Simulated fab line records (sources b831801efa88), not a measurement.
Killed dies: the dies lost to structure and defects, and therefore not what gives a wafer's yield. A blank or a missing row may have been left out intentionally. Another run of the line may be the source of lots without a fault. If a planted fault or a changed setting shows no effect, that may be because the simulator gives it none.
fab line records	flow sfqLine
record lots=13	wafers=39	lastDay=83
route steps=325 shown M0@39 M1@59 I1@84 M2@98
lots that met no fault: taken from a fault-free run of the same line
startH: hours from the record's first day to the start of the lot's first wafer shown	waitH: hours elapsed since this lot's preceding step	" unchanged from the row above	L1.1+2: a row that stands for several wafers	- no value, or no start given	* or withheld: withheld	< > ~ a bound
route shown NAME@n: NAME is a module with steps in the file, n the number in the route of the first one	usual: the fault-free wafers' mean and standard deviation	same: alike in all rows	chamber/n: place in a boat	sites: per-site readings	_std_site: their standard deviation	_edge_site: mean of outer sites minus mean of inner sites	radiusMm: for every site, how far away it sits from the centre of the wafer	mask NAME#n: copy n	behind: the last tool/chamber to shape the wafer	hold: why the lot was held/for how many hours/how that ended	device: whichever transistor did not switch (one of n, p or np)	end of line: the same wafers' tests at the end of the route	for a step that has no rows: nothing shown but its recipe	killed: dies lost to structure and defects at the first sort, not the wafer's yield	map: per-die view of a wafer (x killed, . not killed, _ where there is no die)
set.NAME: setting as actually run; set.NAME@STEP: the setting as run at that earlier step	model.NAME: the simulator's own value behind a step, which no gauge read
the route's steps for a sample of lots (tables are steps, rows are wafers)
services: when a tool's chamber went out of use (startH, in hours from the record's first day, below 0 if earlier), for how many hours, and the reason
## steps
# step SFQ_TRILAYER_M0_BARC_OPEN_METAL_ETCH_031
# recipe maskMaterial=PR	chemistry=O2	targetDepthNm=125	target=BARC	icpW=600	biasW=80	pressureMtorr=10	timeS=41.7
# usual drypumpMotorCurrentA=5.9/0.57	oesProductAu=0.685/0.0047	runLengthS=70.1/0.82
lot.wafer	tool	chamber	startH	waitH	drypumpMotorCurrentA	oesProductAu	rfHoursCounterH	runLengthS
L355.1	rieMetal-03	1	238.78	0.2	6.4	0.688	212	69.2
L355.4	"	1	"	"	6.4	0.687	-	69.0
L355.6	"	1	"	"	6.4	0.683	-	69.1
L356.1	rieMetal-03	1	246.54	0.0	6.5	0.683	214	68.9
L356.2	"	1	"	"	6.5	0.679	-	69.0
L356.4	"	1	"	"	6.5	0.685	-	69.2
L357.1	rieMetal-04	0	252.54	0.0	6.2	0.689	120	70.2
L357.3	"	0	"	"	6.2	0.685	-	70.8
L357.4	"	1	"	"	5.1	0.693	-	69.8
L361.3	rieMetal-02	0	286.16	0.0	4.9	0.689	-	70.0
L361.4	"	1	"	"	6.0	0.684	-	70.4
L361.6	"	0	"	"	4.8	0.681	-	70.0
L364.1	rieMetal-04	1	301.74	0.0	5.0	0.681	86	70.0
L364.3	"	0	"	"	6.2	0.687	-	70.0
L364.6	"	1	"	"	5.0	0.690	-	70.0
L365.2	rieMetal-02	1	307.86	0.0	6.0	0.687	117	70.2
L365.4	"	1	"	"	5.9	0.682	-	70.7
L365.6	"	0	"	"	4.8	0.685	-	69.9
L367.3	rieMetal-04	1	327.01	0.0	5.0	0.682	-	70.3
L367.5	"	1	"	"	5.0	0.686	-	70.1
L367.6	"	0	"	"	6.2	0.691	-	70.3
L368.2	rieMetal-04	1	338.99	0.0	5.1	0.682	92	70.5
L368.3	"	1	"	"	5.1	0.688	-	70.4
L368.4	"	0	"	"	6.1	0.684	-	70.5
L373.2	rieMetal-04	1	373.23	0.0	5.0	0.685	97	73.3
L373.3	"	1	"	"	5.0	0.678	-	73.1
L373.4	"	0	"	"	6.2	0.688	-	73.0
L374.2	rieMetal-03	1	386.43	0.0	6.5	0.686	11	69.7
L374.3	"	1	"	"	6.5	0.692	-	69.1
L374.5	"	1	"	"	6.4	0.692	-	69.0
L376.2	rieMetal-02	1	410.16	0.0	6.0	0.679	-	70.7
L376.3	"	1	"	"	6.0	0.684	-	70.7
L376.6	"	1	"	"	6.0	0.689	-	70.5
L377.1	rieMetal-03	1	424.54	0.0	6.5	0.687	16	69.1
L377.3	"	0	"	"	6.3	0.681	-	69.2
L377.5	"	1	"	"	6.5	0.696	-	69.0
L378.1	rieMetal-02	1	428.14	0.0	6.0	0.676	134	70.4
L378.3	"	1	"	"	6.0	0.680	-	70.8
L378.4	"	1	"	"	6.0	0.687	-	70.3
# step SFQ_TRILAYER_M1_DEP_SPUTTER_037
# recipe material=Nb	basePressurePa=1.33e-06	chamberPressurePa=0.1333	substrateTempC=20	resputterCathodeVoltageV=400	targetThkNm=200	powerW=2000	timeS=133.3
# usual cathodeDcPowerW=2000.0/0.37	resputterCathodeVoltageV=400/3.9	throttleValvePct=29.7/1.2
lot.wafer	tool	chamber	startH	waitH	cathodeDcPowerW	resputterCathodeVoltageV	throttleValvePct
L355.1	pvdSputter-04	-	358.07	0.0	2000.3	403	30.6
L355.4	"	-	"	"	2000.3	396	29.8
L355.6	"	-	"	"	1999.7	399	29.8
L356.1	pvdSputter-06	-	361.67	0.0	1999.7	400	28.7
L356.2	"	-	"	"	2000.2	400	27.7
L356.4	"	-	"	"	2000.1	400	28.3
L357.1	pvdSputter-04	-	369.47	0.0	1999.4	396	29.0
L357.3	"	-	"	"	1999.8	404	29.5
L357.4	"	-	"	"	2000.8	399	30.7
L361.3	pvdSputter-06	-	431.51	0.0	2000.2	399	27.8
L361.4	"	-	"	"	2000.0	398	30.9
L361.6	"	-	"	"	1999.6	398	30.9
L364.1	pvdSputter-04	-	458.04	0.0	2000.3	398	30.3
L364.3	"	-	"	"	1999.5	394	31.9
L364.6	"	-	"	"	2000.2	398	29.9
L365.2	pvdSputter-05	-	459.22	0.0	2000.0	399	31.3
L365.4	"	-	"	"	2000.2	397	29.4
L365.6	"	-	"	"	2000.1	398	31.0
L367.3	pvdSputter-04	-	483.15	0.0	1999.7	392	29.0
L367.5	"	-	"	"	1999.8	400	29.0
L367.6	"	-	"	"	1999.7	401	29.3
L368.2	pvdSputter-05	-	492.75	0.0	2000.5	400	31.3
L368.3	"	-	"	"	2000.0	398	28.8
L368.4	"	-	"	"	2000.0	401	30.1
L373.2	pvdSputter-05	-	527.67	0.0	1999.8	403	30.0
L373.3	"	-	"	"	2000.6	399	30.0
L373.4	"	-	"	"	2000.2	395	28.8
L374.2	pvdSputter-06	-	537.45	0.0	2000.9	404	28.1
L374.3	"	-	"	"	2000.0	396	28.9
L374.5	"	-	"	"	2000.3	397	30.7
L376.2	pvdSputter-06	-	560.07	0.0	1999.6	401	28.7
L376.3	"	-	"	"	1999.7	405	28.0
L376.6	"	-	"	"	2000.1	400	28.0
L377.1	pvdSputter-05	-	572.67	0.0	1999.5	401	30.1
L377.3	"	-	"	"	2000.7	401	31.3
L377.5	"	-	"	"	2000.1	402	31.1
L378.1	pvdSputter-04	-	576.87	0.0	2000.4	405	29.2
L378.3	"	-	"	"	2000.0	400	29.0
L378.4	"	-	"	"	2000.0	399	30.6
# step SFQ_TRILAYER_I1_VIA_BARC_OPEN_VIA_ETCH_071
# recipe maskMaterial=PR	chemistry=O2	targetDepthNm=125	target=BARC	sourceW=500	biasW=80	pressureMtorr=30	timeS=41.7
# usual drypumpMotorCurrentA=5.8/0.38	oesProductAu=0.685/0.0049	runLengthS=69.8/0.4
lot.wafer	tool	chamber	startH	waitH	drypumpMotorCurrentA	oesProductAu	rfHoursCounterH	runLengthS
L355.1	rieDiel-04	0	369.05	0.0	5.5	0.685	4	69.8
L355.4	"	1	"	"	6.3	0.696	98	70.0
L355.6	"	1	"	"	6.3	0.687	-	69.7
L356.1	rieDiel-01	1	521.91	0.0	5.4	0.687	66	70.3
L356.2	"	3	"	"	6.3	0.692	1	69.6
L356.4	"	2	"	"	5.3	0.686	48	69.3
L357.1	rieDiel-04	2	525.51	0.0	6.2	0.683	0	69.9
L357.3	"	0	"	"	5.4	0.673	6	69.8
L357.4	"	1	"	"	6.2	0.685	0	69.9
L361.3	rieDiel-03	2	579.51	0.0	6.1	0.688	0	70.3
L361.4	"	1	"	"	5.6	0.690	83	69.9
L361.6	"	1	"	"	5.6	0.689	-	69.6
L364.1	rieDiel-04	0	612.12	0.0	5.5	0.684	8	69.6
L364.3	"	2	"	"	6.2	0.675	2	70.0
L364.6	"	2	"	"	6.2	0.674	-	69.9
L365.2	rieDiel-03	1	614.52	0.0	5.6	0.682	0	69.3
L365.4	"	2	"	"	6.1	0.690	-	70.3
L365.6	"	1	"	"	5.6	0.687	-	69.3
L367.3	rieDiel-04	1	626.94	0.0	6.3	0.687	3	70.0
L367.5	"	0	"	"	5.5	0.684	-	69.2
L367.6	"	3	"	"	5.6	0.686	-	69.5
L368.2	rieDiel-01	3	633.61	0.0	6.3	0.656	3	72.9
L368.3	"	0	"	"	5.5	0.694	3	70.4
L368.4	"	1	"	"	5.4	0.682	69	70.1
L373.2	rieDiel-01	0	831.29	0.0	5.5	0.691	6	70.3
L373.3	"	2	"	"	5.3	0.682	0	69.5
L373.4	"	3	"	"	6.2	0.689	7	69.2
L374.2	rieDiel-04	1	837.41	0.0	6.2	0.685	4	70.0
L374.3	"	2	"	"	6.2	0.688	4	70.2
L374.5	"	3	"	"	5.6	0.688	-	69.4
L376.2	rieDiel-04	2	865.01	0.0	6.2	0.680	4	70.3
L376.3	"	1	"	"	6.2	0.685	5	69.8
L376.6	"	3	"	"	5.6	0.682	-	69.7
L377.1	rieDiel-04	2	874.61	0.0	6.2	0.678	4	69.9
L377.3	"	1	"	"	6.3	0.688	5	69.6
L377.5	"	2	"	"	6.2	0.681	-	70.4
L378.1	rieDiel-04	1	878.21	0.0	6.2	0.686	5	69.7
L378.3	"	3	"	"	5.6	0.683	11	69.7
L378.4	"	2	"	"	6.2	0.685	4	69.8
# step SFQ_M2_OVL_MEAS_916
# usual M2_OVL=2/5.1
lot.wafer	tool	chamber	startH	waitH	M2_OVL[nm]
L355.1	overlay-01	-	515.30	0.1	3
L355.4	"	-	"	"	5
L355.6	"	-	"	"	6
L356.1	overlay-02	-	534.50	0.1	-5
L356.2	"	-	"	"	-9
L356.4	"	-	"	"	-6
L357.1	overlay-02	-	539.30	0.1	-3
L357.3	"	-	"	"	1
L357.4	"	-	"	"	8
L361.3	overlay-02	-	723.33	0.1	6
L361.4	"	-	"	"	5
L361.6	"	-	"	"	1
L364.1	overlay-02	-	770.12	0.1	4
L364.3	"	-	"	"	5
L364.6	"	-	"	"	3
L365.2	overlay-02	-	771.32	0.1	-4
L365.4	"	-	"	"	-3
L365.6	"	-	"	"	-1
L367.3	overlay-02	-	783.33	0.1	-3
L367.5	"	-	"	"	-1
L367.6	"	-	"	"	-5
L368.2	overlay-01	-	785.73	0.1	8
L368.3	"	-	"	"	3
L368.4	"	-	"	"	-2
L373.2	overlay-02	-	834.96	0.1	-8
L373.3	"	-	"	"	-9
L373.4	"	-	"	"	-9
L374.2	overlay-02	-	843.41	0.1	-1
L374.3	"	-	"	"	-2
L374.5	"	-	"	"	-1
L376.2	overlay-02	-	869.56	0.1	1
L376.3	"	-	"	"	3
L376.6	"	-	"	"	0
L377.1	overlay-01	-	878.11	0.1	-1
L377.3	"	-	"	"	-4
L377.5	"	-	"	"	-2
L378.1	overlay-01	-	882.96	0.1	-1
L378.3	"	-	"	"	-1
L378.4	"	-	"	"	-2
## services
tool	chamber	startH	hours	kind
rieMetal-02	-	227.32	28.1	pm
pvdSputter-04	-	261.08	1.4	repair
rieMetal-04	-	275.47	2.8	pm
rieDiel-04	3	297.95	3.9	repair
rieDiel-04	2	309.28	16.0	repair
rieDiel-04	0	311.15	5.1	repair
rieDiel-04	0	413.14	8.2	repair
rieDiel-04	2	419.55	2.5	repair
rieDiel-04	3	477.91	2.5	repair
rieDiel-04	-	487.50	0.3	repair
rieDiel-04	2	533.77	4.6	repair
rieDiel-04	3	534.09	6.8	repair
rieDiel-04	-	579.75	0.6	repair
pvdSputter-04	-	588.77	3.8	repair
rieMetal-04	-	589.99	1.6	repair
rieMetal-04	0	630.02	3.7	repair
pvdSputter-04	-	637.19	2.3	repair
pvdSputter-04	-	654.92	9.8	repair
rieDiel-04	-	700.05	14.6	pm
rieDiel-04	0	760.55	9.2	repair
rieDiel-04	1	783.60	10.7	repair
rieMetal-04	-	786.78	0.5	repair
rieMetal-04	-	804.67	0.2	repair
rieDiel-04	0	825.81	17.3	repair
## key
firstSign step=SFQ_TRILAYER_I1_VIA_BARC_OPEN_VIA_ETCH_071	reading=runLengthS	direction=up	sigmas=7.6	usual=*	struck=*
effect step=SFQ_TRILAYER_I1_VIA_BARC_OPEN_VIA_ETCH_071	reading=oesProductAu	direction=down	sigmas=5.8	usual=0.685	struck=0.656
metAt SFQ_TRILAYER_I1_VIA_BARC_OPEN_VIA_ETCH_071
struckLots L368
struckWafers L368.2
notActingAt SFQ_TRILAYER_M0_BARC_OPEN_METAL_ETCH_031,SFQ_TRILAYER_M1_DEP_SPUTTER_037,SFQ_M2_OVL_MEAS_916
onsetBetween 521.91 633.61
fault kind=processParameterDrift	tool=rieDiel-01	chamber=3	onsetH=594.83	steps=SFQ_TRILAYER_I1_VIA_BARC_OPEN_VIA_ETCH_071	channel=timeS	offset=*	shape=step	endH=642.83	actsIn=*	stated=*
